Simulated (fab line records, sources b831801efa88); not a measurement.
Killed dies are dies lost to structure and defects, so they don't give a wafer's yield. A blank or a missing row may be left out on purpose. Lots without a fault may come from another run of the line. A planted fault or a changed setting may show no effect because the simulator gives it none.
fab line records | flow sfq_line
record lots=6 wafers=18 last_day=80
route steps=325 shown M0@38 I0@43
lots that met no fault: from a run of the same line without faults
start_h: hours from the record's first day to the start of the lot's first wafer shown | wait_h: hours since the lot's step before | " the same as in the row above | L1.1+2: a row that stands for several wafers | - no value, or no start given | * or withheld: withheld | < > ~ a bound
route shown NAME@n: a module of which the file shows steps, and the number in the route of the first | usual: mean/standard deviation of fault-free wafers | same: alike in all rows | chamber/n: place in a boat | sites: the reading at each site | _std_site: their standard deviation | _edge_site: outer sites' mean less inner sites' | radius_mm: how far each site lies from the wafer's centre | mask NAME#n: copy n | behind: the tool/chamber that last shaped the wafer | hold: why the lot was held/for how many hours/how that ended | device: the transistor (n, p or np) that didn't switch | end of line: the same wafers' tests at the end of the route | a step without rows: its recipe alone | killed: dies lost to structure and defects at the first sort, not the wafer's yield | map: a wafer's dies, x killed, . not, _ none there
set.NAME: the setting as run; set.NAME@STEP: as run at that earlier step | model.NAME: the simulator's own value behind a step, which no gauge read
lots at some steps of the route; a table a step, a row a wafer
services: from which hour (start_h, from the record's first day; less than 0 if before it) a tool's chamber was out of use, for how many hours, and why
## steps
# step SFQ_M0_OVL_MEAS_906
# usual M0_OVL=-3/4.8
# columns lot.wafer tool chamber start_h wait_h M0_OVL[nm]
L225.1 overlay-01 - 265.95 0.1 -8
L225.4 " - " " -4
L225.5 " - " " -4
L235.3 overlay-02 - 367.76 0.1 -8
L235.5 " - " " -6
L235.6 " - " " -3
L239.1 overlay-01 - 401.92 0.1 -1
L239.4 " - " " -3
L239.5 " - " " -1
L240.1 overlay-02 - 407.92 0.1 6
L240.2 " - " " 5
L240.6 " - " " -2
L241.1 overlay-02 - 413.92 0.1 -9
L241.4 " - " " -2
L241.5 " - " " -6
L246.1 overlay-02 - 483.82 0.1 -9
L246.3 " - " " -5
L246.5 " - " " -9
# step SFQ_TRILAYER_M0_BARC_OPEN_METAL_ETCH_031
# recipe mask_material=PR chemistry=O2 target_depth_nm=125 target=BARC icp_w=600 bias_w=80 pressure_mtorr=10 time_s=41.7
# step SFQ_TRILAYER_M0_ETCH_METAL_ETCH_024
# recipe target=Nb stop_on=SiO2 mask_material=PR chemistry=Cl2/Ar target_depth_nm=240 icp_w=600 bias_w=80 pressure_mtorr=10 time_s=120
# usual drypump_motor_current_A=5.7/0.62 oes_product_au=0.896/0.0072
# same time_s=120
# columns lot.wafer tool chamber start_h wait_h drypump_motor_current_A oes_product_au rf_hours_counter_h
L225.1 rie_metal-04 0 266.05 0.0 5.7 0.900 147
L225.4 " 0 " " 5.6 0.897 -
L225.5 " 0 " " 5.6 0.887 -
L235.3 rie_metal-02 0 367.89 0.1 6.5 0.892 -
L235.5 " 1 " " 6.3 0.898 -
L235.6 " 0 " " 6.5 0.898 -
L239.1 rie_metal-04 0 402.02 0.0 5.7 0.900 168
L239.4 " 0 " " 5.7 0.899 -
L239.5 " 0 " " 5.7 0.894 -
L240.1 rie_metal-02 0 408.02 0.0 6.5 0.895 87
L240.2 " 1 " " 6.3 0.897 138
L240.6 " 1 " " 6.3 0.908 -
L241.1 rie_metal-03 1 414.02 0.0 6.1 0.909 70
L241.4 " 0 " " 5.5 0.906 -
L241.5 " 1 " " 6.1 0.909 -
L246.1 rie_metal-02 0 483.92 0.0 6.5 0.893 96
L246.3 " 1 " " 6.3 0.901 -
L246.5 " 0 " " 6.6 0.896 -
# step SFQ_TRILAYER_M0_STRIP_STRIP_025
# recipe gas=O2 power_w=200 platen_temp_c=40 overash_fraction=0.65 chemistry=O2 pressure_mtorr=50
# usual drypump_motor_current_A=5.7/0.62 oes_product_au=0.999/0.0086
# columns lot.wafer tool chamber start_h wait_h drypump_motor_current_A oes_product_au rf_hours_counter_h
L225.1 rie_metal-04 0 266.17 0.1 5.6 0.993 147
L225.4 " 0 " " 5.7 0.999 -
L225.5 " 0 " " 5.6 1.001 -
L235.3 rie_metal-02 0 368.17 0.2 6.6 1.001 -
L235.5 " 1 " " 6.3 0.999 -
L235.6 " 0 " " 6.5 1.006 -
L239.1 rie_metal-04 0 402.14 0.1 5.7 0.992 168
L239.4 " 0 " " 5.7 0.979 -
L239.5 " 0 " " 5.7 0.985 -
L240.1 rie_metal-02 0 408.14 0.1 6.5 0.992 87
L240.2 " 1 " " 6.3 1.003 138
L240.6 " 1 " " 6.3 0.997 -
L241.1 rie_metal-03 1 414.14 0.1 6.1 0.987 70
L241.4 " 0 " " 5.5 1.001 -
L241.5 " 1 " " 6.2 0.998 -
L246.1 rie_metal-02 0 484.05 0.1 6.5 1.000 97
L246.3 " 1 " " 6.3 0.998 -
L246.5 " 0 " " 6.6 0.998 -
# step SFQ_TRILAYER_M0_STRIP_SOLV_CLEAN_026
# recipe chemistry=NMP temp_c=70 time_s=600
# step SFQ_TRILAYER_I0_DEP_PECVD_027
# recipe material=SiO2 temp_c=150 time_s=111.11 pressure_torr=2.4 rf_w=183.3 precursor=SiH4/N2O target_thk_nm=500
# usual heater_power_w=74/14 throttle_valve_pct=24.5/1.4
# same time_s=111.11
# columns lot.wafer tool chamber start_h wait_h heater_power_w throttle_valve_pct
L225.1 pecvd-01 0 266.95 0.0 95 25.7
L225.4 " 1 " " 105 25.3
L225.5 " 2 " " 74 26.7
L235.3 pecvd-03 2 368.75 0.0 49 22.2
L235.5 " 2 " " 52 22.7
L235.6 " 1 " " 71 25.3
L239.1 pecvd-02 0 402.92 0.0 61 24.2
L239.4 " 2 " " 72 23.8
L239.5 " 1 " " 70 22.5
L240.1 pecvd-02 0 408.93 0.0 55 23.9
L240.2 " 1 " " 70 22.4
L240.6 " 0 " " 58 24.1
L241.1 pecvd-02 0 414.92 0.0 60 23.9
L241.4 " 2 " " 72 23.8
L241.5 " 0 " " 62 24.1
L246.1 pecvd-02 2 484.82 0.0 63 24.3
L246.3 " 1 " " 64 22.7
L246.5 " 2 " " 65 23.9
# step SFQ_TRILAYER_I0_CMP_CMP_028
# recipe material=SiO2 down_force_psi=3 platen_rpm=60 pad_velocity_m_s=0.94248
# usual edge_zone_pressure_frac=1.001/0.0049 head_pressure_psi=2.999/0.0068 motor_current_A=10.3/0.9 slurry_flow_ml_min=149.9/0.48 time_to_endpoint_s=218/8.4
# columns lot.wafer tool chamber start_h wait_h edge_zone_pressure_frac head_pressure_psi motor_current_A slurry_flow_ml_min time_to_endpoint_s
L225.1 cmp-01 3 272.47 5.5 1.006 3.018 9.4 150.7 212
L225.4 " 0 " " 0.997 2.995 10.0 150.0 208
L225.5 " 0 274.97 7.9 1.007 3.004 10.2 150.0 210
L235.3 cmp-01 2 369.33 0.5 1.000 3.010 10.7 150.7 233
L235.6 " 1 370.83 2.0 1.005 2.994 9.0 149.7 228
L235.5 " 2 " " 0.997 2.998 11.2 149.8 229
L239.4 cmp-02 3 403.00 0.0 0.999 2.998 10.8 150.0 212
L239.1 " 2 404.50 1.5 1.004 2.997 11.1 150.5 208
L239.5 " 3 " " 0.994 3.002 10.9 149.9 213
L240.2 cmp-01 2 410.01 1.0 1.009 3.006 11.2 149.6 220
L240.1 " 3 " " 1.000 2.999 10.1 149.8 216
L240.6 " 1 411.51 2.5 1.000 3.006 9.0 150.4 214
L241.1 cmp-02 3 416.00 1.0 1.001 3.008 10.4 150.0 202
L241.4 " 0 " " 0.991 2.990 11.4 149.8 219
L241.5 " 1 " " 1.008 2.984 10.2 150.1 218
L246.3 cmp-01 1 484.90 0.0 0.999 2.993 8.9 149.9 202
L246.1 " 2 " " 0.997 2.994 11.2 150.0 213
L246.5 " 1 486.90 2.0 0.999 3.005 8.6 149.8 210
# step SFQ_I0_BOW_MEAS_907
# recipe mode=bow
# usual I0_BOW=1/7.5
# columns lot.wafer tool chamber start_h wait_h I0_BOW[um]
L225.1 film_metro-03 - 275.47 2.5 -11
L225.4 " - " " 10
L225.5 " - " " -4
L235.3 film_metro-03 - 371.87 2.0 9
L235.5 " - " " 3
L235.6 " - " " 2
L239.1 film_metro-03 - 406.00 1.0 0
L239.4 " - " " -10
L239.5 " - " " -18
L240.1 film_metro-03 - 412.01 1.0 8
L240.2 " - " " 6
L240.6 " - " " 4
L241.1 film_metro-04 - 418.00 1.5 -1
L241.4 " - " " 17
L241.5 " - " " 7
L246.1 film_metro-04 - 487.90 2.0 -3
L246.3 " - " " 15
L246.5 " - " " -2
# step SFQ_TRILAYER_I0_METRO_MEASURE_029
# usual thk_nm=200.3/1.1
# columns lot.wafer tool chamber start_h wait_h thk_nm
L225.1 film_metro-03 - 275.59 0.1 200.3
L225.4 " - " " 198.3
L225.5 " - " " 198.0
L235.3 film_metro-03 - 372.35 0.5 201.3
L235.5 " - " " 201.8
L235.6 " - " " 201.4
L239.1 film_metro-03 - 406.12 0.1 199.4
L239.4 " - " " 197.9
L239.5 " - " " 199.2
L240.1 film_metro-03 - 412.13 0.1 201.7
L240.2 " - " " 201.6
L240.6 " - " " 200.7
L241.1 film_metro-04 - 418.12 0.1 198.7
L241.4 " - " " 200.4
L241.5 " - " " 201.4
L246.1 film_metro-04 - 488.02 0.1 201.4
L246.3 " - " " 200.7
L246.5 " - " " 200.3
# step SFQ_TRILAYER_I0_VIA_LITHO_COAT_036
# recipe resist=BARC spin_rpm=3000 resist_thk_nm=62
# step SFQ_TRILAYER_I0_VIA_LITHO_COAT_031
# recipe resist=KrF spin_rpm=3000 resist_thk_nm=650
# step SFQ_TRILAYER_I0_VIA_LITHO_SOFTBAKE_035
# recipe temp_c=withheld time_s=withheld resist=KrF
# step SFQ_TRILAYER_I0_VIA_LITHO_EXPOSE_032
# recipe mask_id=I0 na=0.6 source_shape=conventional sigma_outer=0.65 target_cd_nm=500 dose_mj=21.3
# columns lot.wafer tool chamber start_h wait_h mask
L225.1+4+5 krf_scanner-02 0 289.33 - I0#0
L235.3+5+6 krf_scanner-01 0 528.45 - I0#0
L239.1+4+5 krf_scanner-01 0 568.85 - I0#0
L240.1+2+6 krf_scanner-01 0 576.05 - I0#0
L241.1+4+5 krf_scanner-02 0 582.17 - I0#0
L246.1+3+5 krf_scanner-02 0 647.02 - I0#0
# step SFQ_TRILAYER_I0_VIA_LITHO_PEB_034
# recipe peb_temp_c=115 peb_time_s=60 resist=KrF
# step SFQ_TRILAYER_I0_VIA_LITHO_DEVELOP_033
# recipe time_s=60 resist=KrF
# step SFQ_I0_OVL_MEAS_908
# usual I0_OVL=2/6.3
# columns lot.wafer tool chamber start_h wait_h I0_OVL[nm]
L225.1 overlay-02 - 290.83 0.1 -2
L225.4 " - " " -2
L225.5 " - " " 1
L235.3 overlay-02 - 529.56 0.1 9
L235.5 " - " " 11
L235.6 " - " " 6
L239.1 overlay-02 - 570.35 0.1 3
L239.4 " - " " 3
L239.5 " - " " 2
L240.1 overlay-01 - 577.55 0.1 -4
L240.2 " - " " -5
L240.6 " - " " -7
L241.1 overlay-02 - 583.67 0.1 7
L241.4 " - " " 8
L241.5 " - " " 1
L246.1 overlay-02 - 648.52 0.1 1
L246.3 " - " " 7
L246.5 " - " " 2
# step SFQ_TRILAYER_I0_VIA_BARC_OPEN_VIA_ETCH_046
# recipe mask_material=PR chemistry=O2 target_depth_nm=125 target=BARC source_w=500 bias_w=80 pressure_mtorr=30 time_s=41.7
# usual drypump_motor_current_A=5.8/0.43 oes_product_au=0.685/0.0044
# same time_s=41.7
# columns lot.wafer tool chamber start_h wait_h drypump_motor_current_A oes_product_au rf_hours_counter_h model.I0.cd_nm
L225.1 rie_diel-03 1 290.86 0.0 5.9 0.693 7 500.5
L225.4 " 2 " " 5.2 0.686 2 499.4
L225.5 " 1 " " 6.0 0.690 - 497.2
L235.3 rie_diel-03 2 529.59 0.0 5.2 0.688 4 498.4
L235.5 " 1 " " 6.0 0.688 - 499.1
L235.6 " 0 " " 5.8 0.682 - 500.1
L239.1 rie_diel-02 0 570.39 0.0 5.3 0.694 11 504.1
L239.4 " 1 " " 5.5 0.690 85 502.5
L239.5 " 0 " " 5.3 0.696 - 506.2
L240.1 rie_diel-01 2 577.59 0.0 5.6 0.675 33 508
L240.2 " 0 " " 6.6 0.680 1 505
L240.6 " 3 " " 6.1 0.687 - 503.6
L241.1 rie_diel-03 3 583.71 0.0 5.5 0.689 4 499.3
L241.4 " 1 " " 5.9 0.686 11 500.5
L241.5 " 1 " " 5.9 0.681 - 501.1
L246.1 rie_diel-01 2 648.56 0.0 5.6 0.679 34 499.2
L246.3 " 0 " " 6.5 0.688 2 499.3
L246.5 " 0 " " 6.6 0.677 - 498.2
# step SFQ_TRILAYER_I0_VIA_ETCH_VIA_ETCH_034
# recipe target=SiO2 stop_on=Nb mask_material=PR taper_deg=20 chemistry=CHF3 target_depth_nm=260 source_w=500 bias_w=80 pressure_mtorr=30 time_s=withheld
# usual drypump_motor_current_A=5.8/0.43 oes_product_au=0.855/0.0052
# columns lot.wafer tool chamber start_h wait_h drypump_motor_current_A oes_product_au model.I0.cd_nm
L225.1 rie_diel-03 1 290.90 0.0 5.9 0.852 499.7
L225.4 " 2 " " 5.2 0.848 500.7
L225.5 " 1 " " 5.9 0.850 496.4
L235.3 rie_diel-03 2 529.63 0.0 5.2 0.859 496.9
L235.5 " 1 " " 5.9 0.855 498.7
L235.6 " 0 " " 5.8 0.861 500.2
L239.1 rie_diel-02 0 570.43 0.0 5.3 0.851 504.1
L239.4 " 1 " " 5.5 0.848 503.1
L239.5 " 0 " " 5.3 0.857 506.8
L240.1 rie_diel-01 2 577.63 0.0 5.6 0.853 507.7
L240.2 " 0 " " 6.6 0.854 503.6
L240.6 " 3 " " 6.0 0.856 501.6
L241.1 rie_diel-03 3 583.75 0.0 5.5 0.847 500.7
L241.4 " 1 " " 6.0 0.868 498.1
L241.5 " 1 " " 5.9 0.860 500
L246.1 rie_diel-01 2 648.60 0.0 5.6 0.856 499.8
L246.3 " 0 " " 6.6 0.850 497.8
L246.5 " 0 " " 6.5 0.852 495.6
# step SFQ_TRILAYER_I0_VIA_STRIP_STRIP_035
# recipe gas=O2 power_w=200 platen_temp_c=40 overash_fraction=0.65 chemistry=O2 pressure_mtorr=50
## services
# columns tool chamber start_h hours kind
rie_diel-01 0 252.60 5.0 repair
pecvd-02 - 259.84 1.6 repair
pecvd-02 - 279.50 2.8 pm
rie_diel-01 0 312.74 18.0 repair
film_metro-03 - 334.36 1.7 pm
rie_metal-04 - 342.37 1.3 repair
cmp-01 - 354.43 6.5 pm
pecvd-02 - 362.22 0.4 repair
rie_diel-03 2 379.52 2.4 repair
film_metro-03 - 394.45 1.0 pm
film_metro-03 - 395.53 1.2 pm
rie_metal-02 - 396.56 2.8 pm
rie_diel-03 0 425.71 9.6 repair
pecvd-02 - 426.86 14.6 pm
rie_diel-01 2 427.32 7.7 repair
film_metro-03 - 434.27 0.8 pm
rie_diel-03 2 437.08 4.4 repair
rie_diel-01 3 442.46 4.9 repair
cmp-01 - 454.74 0.4 repair
pecvd-02 1 487.51 12.6 repair
pecvd-02 - 503.95 1.6 repair
cmp-01 - 504.81 5.2 pm
rie_metal-02 0 506.13 10.4 repair
rie_metal-02 - 525.75 0.8 repair
## key
first_sign none at tools or gauges
model_effect step=SFQ_TRILAYER_I0_VIA_BARC_OPEN_VIA_ETCH_046 value=I0.cd_nm without=498.6 struck=504.9
model_effect step=SFQ_TRILAYER_I0_VIA_ETCH_VIA_ETCH_034 value=I0.cd_nm without=498.2 struck=504.5
met_at SFQ_TRILAYER_I0_VIA_LITHO_EXPOSE_032
struck_wafers L239.1,L239.4,L239.5,L240.1,L240.2,L240.6
onset_between 528.45 568.85
also_fits SFQ_TRILAYER_I0_METRO_MEASURE_029:film_metro-03
fault kind=process_parameter_drift tool=krf_scanner-01 chamber=- onset_h=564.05 steps=SFQ_TRILAYER_I0_VIA_LITHO_EXPOSE_032 channel=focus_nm offset=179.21 spread_by_wafer=0.3 shape=step end_h=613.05
